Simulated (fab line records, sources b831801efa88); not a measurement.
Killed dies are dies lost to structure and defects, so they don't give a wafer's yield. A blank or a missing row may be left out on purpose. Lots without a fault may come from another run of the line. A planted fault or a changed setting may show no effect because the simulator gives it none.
Which tool did it? | flow sky130 | 6 lots, 18 wafers sampled, at 2 steps of a route of 708

WHAT THE GAUGES READ, wafer by wafer
SKY_NWELL_OVL_MEAS_10.
lot  | measured     | on         | NWELL_00_OVL (nm)
L277 | day 4 21:08  | overlay-02 | -0.4 -2.4 -1.4
L281 | day 5 21:59  | overlay-02 | 0.7 1.7 1.2
L284 | day 6 12:31  | overlay-02 | 1.1 0.4 1.2
L287 | day 7 06:47  | overlay-02 | - - -
L294 | day 9 03:08  | overlay-02 | -1.7 -0.5 -0.3
L298 | day 10 01:15 | overlay-02 | 0.2 -0.3 -0.4

WHICH TOOL RAN EACH LOT (tool, then ch and the chambers of the sampled wafers, then the start)
lot  | SKY_NWELL_EXPOSE_07
L277 | iline_stepper-01 ch 0, day 4 09:02
L281 | iline_stepper-02 ch 0, day 5 13:35
L284 | iline_stepper-02 ch 0, day 6 03:07
L287 | iline_stepper-01 ch 0, day 6 20:32
L294 | iline_stepper-01 ch 0, day 8 16:11
L298 | iline_stepper-02 ch 0, day 9 14:46
- SKY_NWELL_EXPOSE_07: exposes mask NWM, target cd 840 nm.

THE ANSWER, worked out from the rows above alone
Rule: what is usual is taken from the lots themselves. Put in order of their means at a reading, lots are off if they are a third of the lots or fewer, leave a main group of 4 or more, and stand apart from it by a gap of 3 or more times the standard deviation of the main group's means; of several such gaps the widest counts. A main group whose means are all the same, to the digits that the tables above print for the reading, isn't used. A lot without any number at a reading at which 4 lots or more have one is off too. The other lots that the step has rows for count as sound.
Off: L287, at SKY_NWELL_OVL_MEAS_10 (NWELL_00_OVL). Without a number there: L287. The main group: mean -0.1 nm, standard deviation 0.99.
A tool fits if, at a process step before that reading, it ran every lot that is off, and no sound lot after the first of them. The gauges at SKY_NWELL_OVL_MEAS_10 are tried like those tools. None of those tried fits.

WHAT THE SIMULATOR HAD PUT IN
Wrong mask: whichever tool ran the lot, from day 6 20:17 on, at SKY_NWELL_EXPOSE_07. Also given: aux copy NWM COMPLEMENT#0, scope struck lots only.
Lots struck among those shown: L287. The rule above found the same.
